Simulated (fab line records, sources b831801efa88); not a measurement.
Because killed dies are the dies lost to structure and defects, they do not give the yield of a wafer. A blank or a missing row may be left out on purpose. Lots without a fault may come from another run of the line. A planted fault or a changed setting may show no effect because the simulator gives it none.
Chamber matching + flow gf180mcu + 3 sister chambers for GF_V5_CVD_00 on hdpcvd-02
The step deposits SiO2, target thk 300 nm, time 50 s. 16 wafers are shown with their chamber, then 8 later ones without.

WAFERS, EACH WITH ITS CHAMBER
| wafer  | chamber | sih4_flow_sccm (sccm) |
|--------|---------|-----------------------|
| L560.2 | 2       | 59.99                 |
| L560.4 | 0       | 60.04                 |
| L560.5 | 2       | 59.77                 |
| L564.2 | 0       | 59.90                 |
| L564.3 | 2       | 60.20                 |
| L564.5 | 1       | 59.95                 |
| L565.1 | 0       | 59.89                 |
| L565.3 | 1       | 60.11                 |
| L565.5 | 2       | 60.10                 |
| L566.3 | 2       | 60.02                 |
| L566.4 | 0       | 59.84                 |
| L566.5 | 1       | 59.92                 |
| L573.2 | 2       | 59.97                 |
| L573.3 | 1       | 60.19                 |
| L573.4 | 1       | 59.97                 |
| L577.2 | 1       | 59.87                 |

SIGNATURES (averages over the wafers above)
| reading        | chamber 0 | chamber 1 | chamber 2 | scatter within a chamber |
|----------------|-----------|-----------|-----------|--------------------------|
| sih4_flow_sccm | 59.9175   | 60.0017   | 60.0083   | 0.124                    |
Rule: for a wafer and a chamber, the distance is found by dividing, reading by reading, the gap between the wafer's reading and the chamber's mean by the reading's scatter, squaring, summing and taking the root. If the next closest chamber is less than 2 further off than the closest, the wafer can't be placed; otherwise it belongs to the closest. The scatter: the root of (the sum of the squares of (reading less its chamber's mean) over the shown wafers, divided by (wafers less chambers)).

WAFERS WITHOUT THEIR CHAMBER
| wafer  | sih4_flow_sccm (sccm) |
|--------|-----------------------|
| L577.5 | 59.98                 |
| L577.6 | 59.97                 |
| L579.2 | 60.09                 |
| L579.3 | 60.25                 |
| L579.4 | 59.99                 |
| L580.2 | 60.08                 |
| L580.5 | 60.30                 |
| L580.6 | 60.17                 |

EACH ONE'S CHAMBER
| wafer  | from the rows above          | in truth |
|--------|------------------------------|----------|
| L577.5 | can't be placed: 1 or 2 or 0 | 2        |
| L577.6 | can't be placed: 1 or 2 or 0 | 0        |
| L579.2 | can't be placed: 2 or 1 or 0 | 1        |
| L579.3 | can't be placed: 2 or 1 or 0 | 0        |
| L579.4 | can't be placed: 1 or 2 or 0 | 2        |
| L580.2 | can't be placed: 2 or 1 or 0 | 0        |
| L580.5 | can't be placed: 2 or 1 or 0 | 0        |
| L580.6 | can't be placed: 2 or 1 or 0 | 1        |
0 of 8 placed correctly. Cannot be placed on the basis of these rows: 8; the candidates contain the true chamber in 8. Number placed wrongly: 0.
